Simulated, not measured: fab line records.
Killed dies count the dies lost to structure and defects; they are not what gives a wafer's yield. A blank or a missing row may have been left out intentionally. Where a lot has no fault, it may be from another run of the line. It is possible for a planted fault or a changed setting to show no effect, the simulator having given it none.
fab line records	flow sky130
record: lots: 11	wafers: 33	lastDay: 50
route steps=708 shown FIELD_ISO@14 METAL2@501 PAD_OPEN@708
lots untouched by any fault: they come from a run of this same line in which no faults occurred
startH: hours from the record's first day to the start of the lot's first wafer shown	waitH: hours from the lot's prior step to this one	" repeats the value in the row above	L1.1+2: a single row standing in for several wafers	- no value, or no start given	* or withheld: withheld	< > ~ a bound
route shown NAME@n: a module of which the file shows steps, and the number in the route of the first	usual: the fault-free wafers' mean and standard deviation	same: alike in all rows	chamber/n: place in a boat	sites: the reading at each site	_std_site: standard deviation across them	_edge_site: inner sites' mean taken away from outer sites' mean	radiusMm: for every site, how far away it sits from the centre of the wafer	mask NAME#n: copy n	behind: the last tool/chamber to shape the wafer	hold: why the lot went on hold/how many hours it stayed there/how the hold came to an end	device: which transistor (n, p or np) failed to switch	end of line: tests run on the same wafers once the route is complete	where a step has no rows: the recipe by itself	killed: the dies lost at the first sort to structure and to defects; this is not the yield of the wafer	map: a wafer's dies, marking killed ones x, the rest . and places with no die _
set.NAME: setting as actually run; set.NAME@STEP: the setting as run at that earlier step	model.NAME: the simulator's own value behind a step, which no gauge read
route steps across a sampled set of lots; one table per step, one row per wafer
services: the hour from which a tool's chamber was out of use, counted from the record's first day as startH (under 0 if before that day), plus the number of hours and why
== steps ==
step: SKY_FIELD_ISO_CD_MEAS_13
recipe: targetCdNm: 150
usual: cdNm: 149.8/1.7
lot.wafer	tool	chamber	startH	waitH	cdNm
L809.4	cdSem-02	-	27.79	-	148.0
L809.5	"	-	"	"	148.4
L809.6	"	-	"	"	149.6
L815.1	cdSem-02	-	59.86	-	148.0
L815.4	"	-	"	"	148.8
L815.6	"	-	"	"	147.3
L817.3	cdSem-02	-	72.12	-	149.0
L817.4	"	-	"	"	149.9
L817.6	"	-	"	"	150.8
L823.2	cdSem-02	-	105.60	-	149.1
L823.3	"	-	"	"	150.0
L823.5	"	-	"	"	150.8
L824.1	cdSem-02	-	109.98	-	150.8
L824.5	"	-	"	"	151.6
L824.6	"	-	"	"	151.8
L826.1	cdSem-01	-	117.76	-	146.6
L826.4	"	-	"	"	149.1
L826.6	"	-	"	"	149.4
L827.2	cdSem-02	-	122.65	-	153.4
L827.4	"	-	"	"	151.2
L827.5	"	-	"	"	151.1
L828.3	cdSem-01	-	126.47	-	151.2
L828.4	"	-	"	"	153.0
L828.6	"	-	"	"	150.8
L830.1	cdSem-02	-	137.33	-	151.7
L830.2	"	-	"	"	152.4
L830.4	"	-	"	"	151.3
L831.2	cdSem-02	-	144.25	-	147.9
L831.4	"	-	"	"	147.7
L831.6	"	-	"	"	146.2
L832.1	cdSem-01	-	148.78	-	151.8
L832.4	"	-	"	"	151.7
L832.6	"	-	"	"	149.8
step: SKY_FIELD_ISO_STRIP_16
recipe: chemistry: O2/N2	powerW: 1400	pressureMtorr: 1500	platenTempC: withheld	o2FlowSccm: 3000	n2FlowSccm: 300	overashFraction: 0.5
usual: drypumpMotorCurrentA: 6.0/0.58	o2FlowSccm: 3000/7.7	oesProductAu: 0.378/0.005	stripTimeToEndpointS: 3.54/0.036
lot.wafer	tool	chamber	startH	waitH	drypumpMotorCurrentA	o2FlowSccm	oesProductAu	rfHoursCounterH	stripTimeToEndpointS
L809.4	plasmaAsher-03	1	27.98	0.1	6.7	2999	0.380	-	3.61
L809.5	"	0	"	"	6.7	3008	0.378	-	3.54
L809.6	"	1	"	"	6.7	3000	0.380	-	3.62
L815.1	plasmaAsher-02	0	60.08	0.0	5.2	2992	0.378	38	3.49
L815.4	"	1	"	"	6.0	3011	0.382	-	3.56
L815.6	"	0	"	"	5.2	2982	0.385	-	3.58
L817.3	plasmaAsher-02	0	72.34	0.1	5.2	2993	0.375	-	3.56
L817.4	"	1	"	"	6.1	3000	0.368	-	3.49
L817.6	"	1	"	"	6.0	2991	0.376	-	3.53
L823.2	plasmaAsher-02	1	105.80	0.0	6.0	2993	0.376	42	3.55
L823.3	"	1	"	"	6.0	2983	0.384	-	3.53
L823.5	"	0	"	"	5.2	2995	0.377	-	3.55
L824.1	plasmaAsher-02	1	110.19	0.0	6.0	3010	0.373	43	3.52
L824.5	"	0	"	"	5.2	3007	0.380	-	3.49
L824.6	"	1	"	"	6.0	2991	0.379	-	3.52
L826.1	plasmaAsher-03	0	117.98	0.0	6.7	3006	0.378	0	3.49
L826.4	"	0	"	"	6.8	3000	0.376	-	3.53
L826.6	"	0	"	"	6.7	3006	0.386	-	3.51
L827.2	plasmaAsher-02	0	122.85	0.0	5.2	3010	0.370	44	3.51
L827.4	"	0	"	"	5.1	3006	0.379	-	3.51
L827.5	"	0	"	"	5.1	3014	0.376	-	3.53
L828.3	plasmaAsher-03	1	126.68	0.1	6.8	2995	0.378	-	3.54
L828.4	"	0	"	"	6.7	3001	0.371	-	3.54
L828.6	"	1	"	"	6.7	3001	0.372	-	3.57
L830.1	plasmaAsher-03	1	137.55	0.0	6.7	2989	0.374	2	3.56
L830.2	"	0	"	"	6.7	2998	0.371	2	3.53
L830.4	"	1	"	"	6.7	2996	0.389	-	3.61
L831.2	plasmaAsher-02	0	144.44	0.0	5.2	2995	0.383	46	3.58
L831.4	"	0	"	"	5.2	3007	0.371	-	3.47
L831.6	"	1	"	"	6.0	2992	0.371	-	3.49
L832.1	plasmaAsher-03	1	149.00	0.0	6.7	3008	0.379	3	3.54
L832.4	"	1	"	"	6.7	3002	0.380	-	3.55
L832.6	"	0	"	"	6.7	2989	0.381	-	3.58
step: SKY_FIELD_ISO_THK_MEAS_23
recipe: reads: SiO2_of_FIELD_ISO_OXIDATION_22
usual: FIELD_ISO_OXIDATION_01_THK: 10.07/0.17
lot.wafer	tool	chamber	startH	waitH	FIELD_ISO_OXIDATION_01_THK[nm]
L809.4	filmMetro-01	-	30.78	0.0	9.85
L809.5	"	-	"	"	9.80
L809.6	"	-	"	"	9.79
L815.1	filmMetro-02	-	62.65	0.0	10.10
L815.4	"	-	"	"	10.23
L815.6	"	-	"	"	10.06
L817.3	filmMetro-01	-	73.94	0.0	9.90
L817.4	"	-	"	"	9.93
L817.6	"	-	"	"	10.00
L823.2	filmMetro-04	-	107.45	0.0	10.03
L823.3	"	-	"	"	10.20
L823.5	"	-	"	"	10.02
L824.1	filmMetro-02	-	112.81	0.0	10.13
L824.5	"	-	"	"	10.14
L824.6	"	-	"	"	10.06
L826.1	filmMetro-01	-	120.00	0.0	10.07
L826.4	"	-	"	"	10.11
L826.6	"	-	"	"	10.11
L827.2	filmMetro-04	-	127.00	0.0	9.93
L827.4	"	-	"	"	9.88
L827.5	"	-	"	"	9.85
L828.3	filmMetro-04	-	129.69	0.0	10.19
L828.4	"	-	"	"	10.19
L828.6	"	-	"	"	10.15
L830.1	filmMetro-04	-	141.72	0.0	10.00
L830.2	"	-	"	"	9.77
L830.4	"	-	"	"	9.86
L831.2	filmMetro-02	-	146.61	0.0	10.19
L831.4	"	-	"	"	10.47
L831.6	"	-	"	"	10.29
L832.1	filmMetro-04	-	151.04	0.0	10.26
L832.4	"	-	"	"	10.00
L832.6	"	-	"	"	9.91
step: SKY_METAL2_ETCH_18
recipe: chemistry: N2/H2	target: BARC	ionEnergyEv: 200	biasW: 100	pressureMtorr: 30	n2FlowSccm: 100	h2FlowSccm: 200	icpW: 500	stopOn: SiO2	timeS: 45.9	targetDepthA: 600
usual: biasW: 100.02/0.3	drypumpMotorCurrentA: 6.09/0.21	oesProductAu: 0.855/0.0044	throttleValvePct: 13.225/0.0098
same: timeS: 45.9
lot.wafer	tool	chamber	startH	waitH	biasW	drypumpMotorCurrentA	oesProductAu	rfHoursCounterH	throttleValvePct
L809.4	rieMetal-02	0	803.54	0.0	100.36	6.24	0.858	-	13.224
L809.5	"	0	"	"	99.54	6.22	0.856	-	13.226
L809.6	"	1	"	"	100.32	5.75	0.860	-	13.234
L815.1	rieMetal-02	1	861.55	0.0	112.52	5.71	0.858	16	13.219
L815.4	"	1	"	"	112.57	5.72	0.854	-	13.237
L815.6	"	0	"	"	100.16	6.20	0.864	-	13.238
L817.3	rieMetal-02	0	879.29	0.0	100.20	6.20	0.864	-	13.228
L817.4	"	1	"	"	112.55	5.73	0.856	-	13.228
L817.6	"	1	"	"	112.86	5.74	0.847	-	13.214
L823.2	rieMetal-03	1	923.57	0.0	99.85	5.89	0.860	16	13.217
L823.3	"	0	"	"	99.31	6.17	0.858	-	13.237
L823.5	"	1	"	"	99.92	5.90	0.852	-	13.231
L824.1	rieMetal-01	0	931.91	0.0	99.84	6.32	0.855	9	13.224
L824.5	"	0	"	"	100.02	6.33	0.859	-	13.227
L824.6	"	1	"	"	99.69	6.18	0.853	-	13.211
L826.1	rieMetal-02	0	945.21	0.0	100.27	6.20	0.851	9	13.228
L826.4	"	1	"	"	99.64	5.71	0.856	-	13.232
L826.6	"	1	"	"	100.18	5.75	0.856	-	13.215
L827.2	rieMetal-01	0	952.05	0.0	99.68	6.33	0.856	10	13.236
L827.4	"	1	"	"	99.61	6.18	0.859	-	13.205
L827.5	"	0	"	"	100.13	6.33	0.852	-	13.221
L828.3	rieMetal-02	1	953.14	0.0	99.85	5.78	0.861	-	13.200
L828.4	"	0	"	"	99.84	6.23	0.853	-	13.216
L828.6	"	1	"	"	100.06	5.75	0.860	-	13.219
L830.1	rieMetal-02	0	972.14	0.1	100.23	6.23	0.857	11	13.222
L830.2	"	0	"	"	100.58	6.23	0.856	-	13.226
L830.4	"	0	"	"	100.64	6.25	0.855	-	13.219
L831.2	rieMetal-03	1	972.90	0.0	100.45	5.90	0.858	19	13.233
L831.4	"	0	"	"	100.16	6.18	0.852	-	13.235
L831.6	"	0	"	"	99.89	6.11	0.851	-	13.208
L832.1	rieMetal-01	0	973.87	0.0	99.96	6.35	0.854	11	13.234
L832.4	"	0	"	"	99.66	6.33	0.847	-	13.228
L832.6	"	1	"	"	99.94	6.18	0.848	-	13.222
step: SKY_PAD_OPEN_PROBE_99
usual: defectLimitedYield: 82.3/1.8	killed_at_M0_to_M3: 44/7.2	killed_at_M4_up: 3.1/1.8	killedAtContacts: 24/4.5	killedAtFrontEnd: 16/4.4	killedAtOther: 0.2/0.42	killedDies: 87/8.9	killedOpen: 48/6.4	killedShort: 39/6.2	sort_bin_3_pad_short: 0.9/0.46	sort_bin_5_function: 10.5/1.6	sort_bin_6_memory: 6.3/1.1	sortNPass: 405/8.9	sortYieldPct: 82.3/1.8
same: grossDies: 492	killedAtBackSide: 0	sort_bin_4_leakage[%]: 0	sort_bin_8_speed[%]: 0
lot.wafer	tool	chamber	startH	waitH	defectLimitedYield[%]	killed_at_M0_to_M3	killed_at_M4_up	killedAtContacts	killedAtFrontEnd	killedAtOther	killedDies	killedOpen	killedShort	sort_bin_3_pad_short[%]	sort_bin_5_function[%]	sort_bin_6_memory[%]	sortNPass	sortYieldPct[%]
L809.4	prober-01	-	1053.98	0.2	80.3	51	4	25	16	1	97	62	35	1.8	9.8	8.1	395	80.3
L809.5	prober-01	-	1054.03	0.2	81.3	48	3	16	25	0	92	47	45	2.2	11.8	4.7	400	81.3
L809.6	prober-01	-	1054.08	0.2	82.3	41	2	29	15	0	87	47	40	0.6	9.8	7.3	405	82.3
L815.1	prober-01	-	1097.38	0.1	80.1	43	4	20	29	2	98	40	58	0.4	9.8	9.8	394	80.1
L815.4	prober-01	-	1097.53	0.2	82.7	38	2	23	22	0	85	51	34	0.8	10.2	6.3	407	82.7
L815.6	prober-01	-	1097.63	0.2	81.1	42	0	28	23	0	93	46	47	1.6	9.6	7.7	399	81.1
L817.3	prober-01	-	1115.13	0.2	84.1	41	5	22	10	0	78	42	36	0.4	9.3	6.1	414	84.1
L817.4	prober-01	-	1115.18	0.2	84.3	34	6	24	13	0	77	42	35	1.8	8.3	5.5	415	84.3
L817.6	prober-01	-	1115.28	0.2	82.7	44	4	24	13	0	85	45	40	1.4	10.4	5.5	407	82.7
L823.2	prober-01	-	1149.63	0.1	80.9	47	3	23	21	0	94	54	40	0.8	12.8	5.5	398	80.9
L823.3	prober-01	-	1149.68	0.2	81.1	58	2	17	16	0	93	44	49	1.0	12.0	5.9	399	81.1
L823.5	prober-01	-	1149.78	0.2	82.5	42	3	19	22	0	86	46	40	0.8	9.3	7.3	406	82.5
L824.1	prober-02	-	1156.57	0.1	84.3	42	3	18	14	0	77	40	37	0.6	10.2	4.9	415	84.3
L824.5	prober-02	-	1156.77	0.2	85.2	38	1	21	12	1	73	39	34	1.0	8.9	4.9	419	85.2
L824.6	prober-02	-	1156.82	0.2	83.1	46	2	26	9	0	83	41	42	0.8	11.0	5.1	409	83.1
L826.1	prober-02	-	1163.53	0.1	86.6	30	5	17	14	0	66	41	25	0.4	6.9	6.1	426	86.6
L826.4	prober-02	-	1163.68	0.2	85.6	43	1	19	8	0	71	39	32	1.4	9.1	3.9	421	85.6
L826.6	prober-02	-	1163.78	0.2	83.1	39	4	26	14	0	83	47	36	0.8	9.3	6.7	409	83.1
L827.2	prober-01	-	1172.37	0.1	81.9	38	5	31	15	0	89	44	45	1.0	10.4	6.7	403	81.9
L827.4	prober-01	-	1172.47	0.2	81.1	44	6	24	18	1	93	50	43	1.2	11.2	6.5	399	81.1
L827.5	prober-01	-	1172.52	0.2	84.3	33	4	26	14	0	77	45	32	0	11.0	4.7	415	84.3
L828.3	prober-02	-	1174.32	0.2	84.6	39	3	21	13	0	76	41	35	1.0	7.9	6.5	416	84.6
L828.4	prober-02	-	1174.37	0.2	80.7	51	1	26	16	1	95	60	35	0.8	11.0	7.5	397	80.7
L828.6	prober-02	-	1174.47	0.2	83.7	54	1	11	13	1	80	48	32	0.6	10.2	5.5	412	83.7
L830.1	prober-02	-	1186.54	0.1	83.1	33	6	28	16	0	83	47	36	0.6	9.6	6.7	409	83.1
L830.2	prober-02	-	1186.59	0.1	82.1	43	3	24	18	0	88	49	39	1.2	10.0	6.7	404	82.1
L830.4	prober-02	-	1186.69	0.2	82.3	46	2	20	18	1	87	51	36	0.8	10.8	6.1	405	82.3
L831.2	prober-01	-	1187.72	0.1	81.5	52	1	22	16	0	91	48	43	0.2	12.4	5.9	401	81.5
L831.4	prober-01	-	1187.82	0.2	82.5	50	5	22	9	0	86	52	34	1.6	11.4	4.5	406	82.5
L831.6	prober-01	-	1187.92	0.2	81.5	43	0	30	18	0	91	53	38	1.6	12.4	4.5	401	81.5
L832.1	prober-02	-	1188.64	0.1	83.1	39	3	26	15	0	83	57	26	1.0	9.8	6.1	409	83.1
L832.4	prober-02	-	1188.79	0.2	83.3	42	3	18	19	0	82	46	36	1.0	10.0	5.7	410	83.3
L832.6	prober-02	-	1188.89	0.2	82.1	44	5	26	13	0	88	47	41	1.0	11.4	5.5	404	82.1
killed by level:class
L809.4 VIA1:geometricParticle:open=16 CONTACT:geometricParticle:open=11 VIA2:geometricParticle:open=9 VIA3:geometricParticle:open=7 POLY_GATE:geometricParticle:short=5 LI_CONTACT:geometricParticle:open=5 LOCAL_INTERCONNECT:geometricParticle:short=5 POLY_GATE:geometricParticle:open=4
L809.5 VIA1:geometricParticle:open=11 POLY_GATE:geometricParticle:open=8 METAL1:geometricParticle:short=8 VIA1:geometricParticle:short=6 LI_CONTACT:geometricParticle:open=5 VIA3:geometricParticle:open=5 POLY_GATE:geometricParticle:short=4 LOCAL_INTERCONNECT:geometricParticle:short=4
L809.6 CONTACT:geometricParticle:open=10 LI_CONTACT:geometricParticle:open=9 VIA2:geometricParticle:open=9 FIELD_ISO:geometricParticle:short=6 METAL1:geometricParticle:short=6 METAL2:geometricParticle:short=5 VIA1:geometricParticle:open=5 CONTACT:geometricParticle:short=4
L815.1 POLY_GATE:geometricParticle:short=8 VIA1:geometricParticle:open=8 METAL2:geometricParticle:short=8 POLY_GATE:geometricParticle:open=7 LI_CONTACT:geometricParticle:open=6 LOCAL_INTERCONNECT:geometricParticle:short=6 VIA1:geometricParticle:short=6 VIA2:geometricParticle:short=6
L815.4 VIA1:geometricParticle:open=12 FIELD_ISO:geometricParticle:short=10 FIELD_ISO:geometricParticle:open=8 CONTACT:geometricParticle:open=8 LI_CONTACT:geometricParticle:open=7 VIA3:geometricParticle:open=7 LOCAL_INTERCONNECT:geometricParticle:short=4 VIA2:geometricParticle:open=4
L815.6 VIA1:geometricParticle:open=9 VIA2:geometricParticle:open=8 CONTACT:geometricParticle:open=8 LOCAL_INTERCONNECT:geometricParticle:short=7 FIELD_ISO:geometricParticle:short=6 POLY_GATE:geometricParticle:open=6 LI_CONTACT:geometricParticle:open=6 METAL2:geometricParticle:short=6
L817.3 CONTACT:geometricParticle:open=10 VIA3:geometricParticle:open=9 METAL1:geometricParticle:short=6 LOCAL_INTERCONNECT:geometricParticle:short=5 VIA1:geometricParticle:short=5 METAL2:geometricParticle:short=5 METAL3:geometricParticle:short=5 LI_CONTACT:geometricParticle:open=4
L817.4 CONTACT:geometricParticle:open=11 VIA3:geometricParticle:open=7 FIELD_ISO:geometricParticle:open=6 VIA1:geometricParticle:open=6 METAL1:geometricParticle:short=5 METAL2:geometricParticle:short=4 LI_CONTACT:geometricParticle:short=4 LOCAL_INTERCONNECT:geometricParticle:short=4
L817.6 VIA1:geometricParticle:open=11 VIA2:geometricParticle:open=8 LI_CONTACT:geometricParticle:open=6 CONTACT:geometricParticle:short=6 CONTACT:geometricParticle:open=6 METAL1:geometricParticle:short=6 POLY_GATE:geometricParticle:open=5 FIELD_ISO:geometricParticle:short=4
L823.2 VIA1:geometricParticle:open=13 FIELD_ISO:geometricParticle:open=7 VIA2:geometricParticle:open=7 FIELD_ISO:geometricParticle:short=6 METAL2:geometricParticle:short=6 LI_CONTACT:geometricParticle:open=5 CONTACT:geometricParticle:open=5 POLY_GATE:geometricParticle:short=4
L823.3 METAL2:geometricParticle:short=11 VIA1:geometricParticle:open=9 CONTACT:geometricParticle:open=8 VIA2:geometricParticle:open=8 VIA3:geometricParticle:open=7 FIELD_ISO:geometricParticle:open=6 VIA1:geometricParticle:short=6 CONTACT:geometricParticle:short=5
L823.5 VIA1:geometricParticle:open=11 FIELD_ISO:geometricParticle:open=7 FIELD_ISO:geometricParticle:short=6 METAL2:geometricParticle:short=6 CONTACT:geometricParticle:open=6 VIA3:geometricParticle:open=6 CONTACT:geometricParticle:short=5 METAL1:geometricParticle:short=5
L824.1 VIA1:geometricParticle:open=10 FIELD_ISO:geometricParticle:open=6 CONTACT:geometricParticle:short=5 METAL2:geometricParticle:short=5 VIA3:geometricParticle:open=5 FIELD_ISO:geometricParticle:short=4 VIA2:geometricParticle:open=4 CONTACT:geometricParticle:open=4
L824.5 CONTACT:geometricParticle:open=8 VIA1:geometricParticle:open=8 VIA3:geometricParticle:open=7 LOCAL_INTERCONNECT:geometricParticle:short=6 METAL2:geometricParticle:short=5 METAL1:geometricParticle:short=4 VIA1:geometricParticle:short=4 FIELD_ISO:geometricParticle:open=3
L824.6 VIA2:geometricParticle:open=11 VIA1:geometricParticle:open=10 CONTACT:geometricParticle:open=7 VIA1:geometricParticle:short=7 CONTACT:geometricParticle:short=6 METAL2:geometricParticle:short=6 LI_CONTACT:geometricParticle:short=5 LI_CONTACT:geometricParticle:open=5
L826.1 VIA1:geometricParticle:open=8 VIA3:geometricParticle:open=7 LI_CONTACT:geometricParticle:open=6 CONTACT:geometricParticle:open=6 METAL4:geometricParticle:short=5 FIELD_ISO:geometricParticle:open=4 VIA1:geometricParticle:short=4 FIELD_ISO:geometricParticle:short=3
L826.4 VIA1:geometricParticle:open=11 CONTACT:geometricParticle:open=9 METAL2:geometricParticle:short=7 VIA3:geometricParticle:open=6 CONTACT:geometricParticle:short=5 METAL1:geometricParticle:short=5 VIA2:geometricParticle:open=5 FIELD_ISO:geometricParticle:open=4
L826.6 CONTACT:geometricParticle:open=11 LI_CONTACT:geometricParticle:open=8 METAL3:geometricParticle:short=7 VIA1:geometricParticle:short=6 FIELD_ISO:geometricParticle:open=5 VIA2:geometricParticle:short=5 POLY_GATE:geometricParticle:short=4 POLY_GATE:geometricParticle:open=4
L827.2 VIA1:geometricParticle:open=15 CONTACT:geometricParticle:open=10 LOCAL_INTERCONNECT:geometricParticle:short=8 CONTACT:geometricParticle:short=6 VIA3:geometricParticle:open=5 METAL1:geometricParticle:short=4 LI_CONTACT:geometricParticle:open=4 METAL4:geometricParticle:short=4
L827.4 VIA1:geometricParticle:open=13 CONTACT:geometricParticle:open=10 VIA3:geometricParticle:open=8 POLY_GATE:geometricParticle:open=5 LI_CONTACT:geometricParticle:open=5 METAL1:geometricParticle:short=5 FIELD_ISO:geometricParticle:short=4 POLY_GATE:geometricParticle:short=4
L827.5 CONTACT:geometricParticle:open=14 VIA2:geometricParticle:open=8 VIA3:geometricParticle:open=7 POLY_GATE:geometricParticle:short=5 LI_CONTACT:geometricParticle:open=4 LI_CONTACT:geometricParticle:short=4 VIA1:geometricParticle:open=4 METAL1:geometricParticle:short=3
L828.3 VIA1:geometricParticle:open=15 CONTACT:geometricParticle:open=7 VIA2:geometricParticle:open=5 FIELD_ISO:geometricParticle:short=4 LI_CONTACT:geometricParticle:short=4 VIA1:geometricParticle:short=4 CONTACT:geometricParticle:short=4 VIA3:geometricParticle:open=4
L828.4 LI_CONTACT:geometricParticle:open=14 VIA1:geometricParticle:open=14 VIA2:geometricParticle:open=9 METAL1:geometricParticle:short=7 FIELD_ISO:geometricParticle:open=5 LOCAL_INTERCONNECT:geometricParticle:short=5 VIA2:geometricParticle:short=5 VIA3:geometricParticle:open=4
L828.6 VIA1:geometricParticle:open=13 VIA2:geometricParticle:open=8 CONTACT:geometricParticle:open=6 METAL1:geometricParticle:short=6 VIA3:geometricParticle:open=6 VIA1:geometricParticle:short=5 METAL2:geometricParticle:short=5 POLY_GATE:geometricParticle:short=4
L830.1 CONTACT:geometricParticle:open=8 FIELD_ISO:geometricParticle:open=7 LI_CONTACT:geometricParticle:open=7 VIA1:geometricParticle:open=5 METAL2:geometricParticle:short=5 FIELD_ISO:geometricParticle:short=4 LI_CONTACT:geometricParticle:short=4 VIA1:geometricParticle:short=4
L830.2 LI_CONTACT:geometricParticle:open=10 VIA1:geometricParticle:open=9 VIA2:geometricParticle:open=8 POLY_GATE:geometricParticle:short=6 POLY_GATE:geometricParticle:open=5 CONTACT:geometricParticle:short=5 METAL3:geometricParticle:short=5 VIA3:geometricParticle:open=5
L830.4 VIA1:geometricParticle:open=13 VIA3:geometricParticle:open=11 CONTACT:geometricParticle:open=7 VIA2:geometricParticle:open=6 FIELD_ISO:geometricParticle:short=5 LOCAL_INTERCONNECT:geometricParticle:short=5 VIA1:geometricParticle:short=4 LI_CONTACT:geometricParticle:open=4
L831.2 VIA1:geometricParticle:open=13 METAL2:geometricParticle:short=9 CONTACT:geometricParticle:open=7 VIA3:geometricParticle:open=6 POLY_GATE:geometricParticle:short=5 LI_CONTACT:geometricParticle:short=5 LOCAL_INTERCONNECT:geometricParticle:short=5 METAL1:geometricParticle:short=5
L831.4 VIA2:geometricParticle:open=12 LI_CONTACT:geometricParticle:open=8 VIA3:geometricParticle:open=7 VIA1:geometricParticle:open=7 CONTACT:geometricParticle:open=7 METAL1:geometricParticle:short=6 VIA1:geometricParticle:short=6 METAL2:geometricParticle:short=6
L831.6 CONTACT:geometricParticle:open=10 VIA2:geometricParticle:open=10 VIA1:geometricParticle:open=9 LI_CONTACT:geometricParticle:open=8 FIELD_ISO:geometricParticle:open=6 CONTACT:geometricParticle:short=6 METAL1:geometricParticle:short=5 METAL2:geometricParticle:short=5
L832.1 VIA1:geometricParticle:open=11 LI_CONTACT:geometricParticle:open=10 CONTACT:geometricParticle:open=9 VIA3:geometricParticle:open=6 VIA2:geometricParticle:open=6 FIELD_ISO:geometricParticle:open=5 VIA1:geometricParticle:short=5 POLY_GATE:geometricParticle:short=3
L832.4 VIA1:geometricParticle:open=8 VIA2:geometricParticle:open=8 FIELD_ISO:geometricParticle:open=7 CONTACT:geometricParticle:open=6 VIA3:geometricParticle:open=6 LOCAL_INTERCONNECT:geometricParticle:short=4 METAL3:geometricParticle:short=4 FIELD_ISO:geometricParticle:short=3
L832.6 VIA1:geometricParticle:open=12 CONTACT:geometricParticle:open=9 CONTACT:geometricParticle:short=7 METAL3:geometricParticle:short=6 VIA2:geometricParticle:open=6 POLY_GATE:geometricParticle:open=5 LI_CONTACT:geometricParticle:open=5 METAL4:geometricParticle:short=5
== services ==
tool	chamber	startH	hours	kind
plasmaAsher-03	-	108.75	9.0	pm
plasmaAsher-03	-	142.71	2.8	pm
plasmaAsher-02	-	165.84	2.0	repair
plasmaAsher-02	-	170.75	2.8	pm
plasmaAsher-03	-	196.38	14.1	repair
plasmaAsher-03	-	202.63	1.5	repair
rieMetal-02	-	205.55	3.2	repair
rieMetal-02	0	259.09	1.3	repair
plasmaAsher-03	-	270.50	0.3	repair
rieMetal-02	1	282.21	18.7	repair
plasmaAsher-02	-	398.63	1.1	repair
plasmaAsher-02	-	421.25	9.0	pm
rieMetal-02	0	439.34	18.2	repair
rieMetal-02	-	511.04	2.8	pm
plasmaAsher-03	-	595.22	1.7	repair
plasmaAsher-03	-	649.19	14.6	pm
plasmaAsher-02	-	665.06	1.4	repair
plasmaAsher-03	-	673.57	10.2	repair
plasmaAsher-02	-	678.59	1.4	repair
plasmaAsher-03	-	700.09	2.9	repair
plasmaAsher-02	-	702.46	14.3	repair
plasmaAsher-02	-	707.62	1.4	repair
rieMetal-02	-	837.31	1.0	repair
rieMetal-02	-	888.30	21.0	repair
== key ==
firstSign: step: SKY_METAL2_ETCH_18	reading: biasW	direction: up	sigmas: 42	usual: 100.02	struck: 112.62
effect none on later readings
metAt SKY_METAL2_ETCH_18
struckLots L815,L817
struckWafers L815.1,L815.4,L817.4,L817.6
notActingAt SKY_FIELD_ISO_CD_MEAS_13,SKY_FIELD_ISO_STRIP_16,SKY_FIELD_ISO_THK_MEAS_23
onsetBetween 803.54 861.55
fault: kind: processParameterDrift	tool: rieMetal-02	chamber: 1	onsetH: 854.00	steps: SKY_METAL2_ETCH_18	channel: biasW	offset: 12.475	shape: step	endH: 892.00	actsIn: theseRecipesOnly	stated: 100
